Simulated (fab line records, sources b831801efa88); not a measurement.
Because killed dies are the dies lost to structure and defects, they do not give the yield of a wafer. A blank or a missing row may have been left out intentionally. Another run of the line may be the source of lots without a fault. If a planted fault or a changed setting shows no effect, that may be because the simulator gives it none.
Problem report in the 8D (eight disciplines) form, filled by code -- flow gf180mcu -- the parts of the form that need people (team, actions taken, sign-off) are left out

== 1. THE ISSUE ==
Mean of cd_nm at GF_HV_LDD_CD_MEAS_07: 376.1 nm across 6 wafers in 2 lots; on wafers with no fault it is 399.3 nm (standard deviation 2.3). Measured from the usual mean, that is -10 standard deviations.
The step: target cd 400 nm.
The first sign was on wafer L151.2 at day 15 10:28, on cd_sem-02. At this step, 39 wafers from 13 lots have a number in the record. By rule, "out" or "out of limits" means more than 4 standard deviations away from the usual mean. The rest of the wafers with a number are treated as sound.

== 2. WHAT IT IS; WHAT IT IS NOT ==
question,is,is not
which readings at this step,cd_nm,-
which lots,"L151, L153","L134, L137, L138, L142, L143, L144, L145, L146, L148, L152, L156"
which wafers of those lots,all that have a number,-
read on which gauges,"cd_sem-01, cd_sem-02",-
when,from day 15 10:28,"up to then (27 sound wafers); but 6 sound wafers of L152, L156 came after"

== 3. WHAT RULES OUT EACH SUSPECT ==
Counting: a tool at any process step up to the reading remains a suspect when it ran all the lots that are out and ran no sound lot after the first of those.
- ruled out: the gauge at GF_HV_LDD_CD_MEAS_07. The wafers that are out were read on 2 gauges (cd_sem-01, cd_sem-02).
- plasma_asher-04 at GF_POLY_GATE_STRIP_14 (strips in O2/N2): kept. It processed each lot that is out, first L151 at day 14 11:04, and no sound lot thereafter; up to then, the last sound lot it processed was L146 at day 12 20:41.
- litho_track-04 at GF_HV_LDD_DEVELOP_06 (develop time 60 s): kept. It processed each lot that is out, first L151 at day 15 10:19, and no sound lot thereafter; up to then, the last sound lot it processed was L148 at day 14 10:52.
What counting leaves: plasma_asher-04 at GF_POLY_GATE_STRIP_14 and litho_track-04 at GF_HV_LDD_DEVELOP_06.

== 4. THE CAUSE (what the simulator had put in) ==
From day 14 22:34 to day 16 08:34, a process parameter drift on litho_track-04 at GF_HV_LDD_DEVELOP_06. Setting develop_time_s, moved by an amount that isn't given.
Counting leaves 2 suspects; this tool is one of them.

== 5. SEQUENCE OF EFFECTS, ordered by route ==
Each row: a reading where the mean over the struck wafers with a number is more than 3 standard deviations away from the usual. Scope: only readings with a usual standard deviation given in the record; hours: median across lots of the time from each lot's start at the first step in this table that gives one to its start at this step; sigmas: change in usual standard deviations.
hours,step,reading,usual,on struck wafers,change,sigmas
0,GF_HV_LDD_CD_MEAS_07,cd_nm,399.3 nm,376.1,-23.2,-10

== 6. HOW IT WOULD HAVE BEEN CAUGHT EARLIER ==
The first out-of-limits reading at a measuring or inspecting step in this record came at day 15 10:28, 12 hours after the fault's start at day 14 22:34.
Of the lots that are out (2), L153 began GF_HV_LDD_DEVELOP_06 on litho_track-04 after day 15 10:28. Putting the tool on hold at that point would have spared it.
